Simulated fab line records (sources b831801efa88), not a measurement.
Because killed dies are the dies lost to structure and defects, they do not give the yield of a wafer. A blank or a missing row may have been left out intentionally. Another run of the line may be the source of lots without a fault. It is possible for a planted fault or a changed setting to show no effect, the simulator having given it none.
Problem report, 8D (eight disciplines) form, completed by code | flow sky130 | the parts of the form that need people (team, actions taken, sign-off) are left out

## 1. THE PROBLEM
VIA2_HDPCVD_THK at SKY_VIA2_THK_MEAS_01 reads a mean of 419 nm on 3 wafers of 2 lots; wafers without a fault read 1178 nm with a standard deviation of 14. That is -54 standard deviations from the usual mean.
The first sign was on wafer L997.1 at day 38 21:14, on filmMetro-03. The record holds 33 wafers of 11 lots with a number at this step. Rule for "out", or "out of limits": more than 4 standard deviations from the usual mean. All remaining wafers that have a number are taken as sound.

## 2. WHAT IT IS; WHAT IT IS NOT
question                    | is                         | is not
which readings at this step | VIA2_HDPCVD_THK            | -
which lots                  | L100, L997                 | L110, L111, L988, L989, L990, L992, L993, L994, L995
which wafers of those lots  | L100.3, L997.1, L997.5     | L100.2, L100.4, L997.6
read on which gauges        | filmMetro-03, filmMetro-04 | filmMetro-02
when                        | from day 38 21:14          | up to then (22 sound wafers); but 8 sound wafers of L100, L110, L111 came after

## 3. SUSPECTS, AND WHAT RULES EACH OUT
Counting: if a tool at a process step up to the reading ran every lot that is out, it stays a suspect. Sound lots after the first of them don't rule it out here, since some wafers of a struck lot are sound.
- ruled out: the gauge at SKY_VIA2_THK_MEAS_01. The wafers that are out were read on 2 gauges (filmMetro-03, filmMetro-04).
- rieMetal-04 at SKY_METAL2_ETCH_18 (etches BARC in N2/H2, stops on SiO2, time 45.9 s, target depth 60 nm): kept. It processed each lot that is out (first: L997, day 38 20:10); up to then, its last sound lot is L994 (day 37 04:16).
- hdpcvd-01 at SKY_VIA2_HDPCVD_00 (deposits SiO2, target thk 1180 nm, time 196.7 s): kept. It processed each lot that is out (first: L997, day 38 21:07); up to then, its last sound lot is L995 (day 37 12:10).
After counting, rieMetal-04 at SKY_METAL2_ETCH_18 and hdpcvd-01 at SKY_VIA2_HDPCVD_00 remain.

## 4. THE CAUSE (what the simulator had put in)
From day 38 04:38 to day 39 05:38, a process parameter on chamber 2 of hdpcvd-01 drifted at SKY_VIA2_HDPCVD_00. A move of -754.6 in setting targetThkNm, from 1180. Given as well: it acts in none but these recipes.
This tool is one of the 2 suspects left after counting.

## 5. THE CHAIN OF EFFECTS, in route order
One row per reading whose mean, taken over the struck wafers that have a number, lies over 3 standard deviations from the usual. Only readings for which the record gives a usual standard deviation are gone through. hours: the time from each lot's start at the first step in this table that gives one to its start at this step, as a median over the lots. sigmas: the change in usual standard deviations.
hours | step                 | reading         | usual      | on struck wafers | change | sigmas
0     | SKY_VIA2_THK_MEAS_01 | VIA2_HDPCVD_THK | 1178 nm    | 419              | -759   | -54
25    | SKY_VIA2_ETCH_15     | oesProductAu    | 0.939 a.u. | 0.851            | -0.088 | -21
Its process steps:
- SKY_VIA2_ETCH_15: etches SiO2 in C4F8/O2/Ar, stops on TiN, target depth 546 nm, time 84 s.

## 6. HOW IT WOULD HAVE BEEN CAUGHT EARLIER
The first out-of-limits reading at a measuring or inspecting step in this record came at day 38 21:14, 17 hours after the fault's start at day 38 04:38.
Of the lots that are out (2), L100 began SKY_VIA2_HDPCVD_00 on hdpcvd-01 after day 38 21:14. Putting the tool on hold at that point would have spared it.
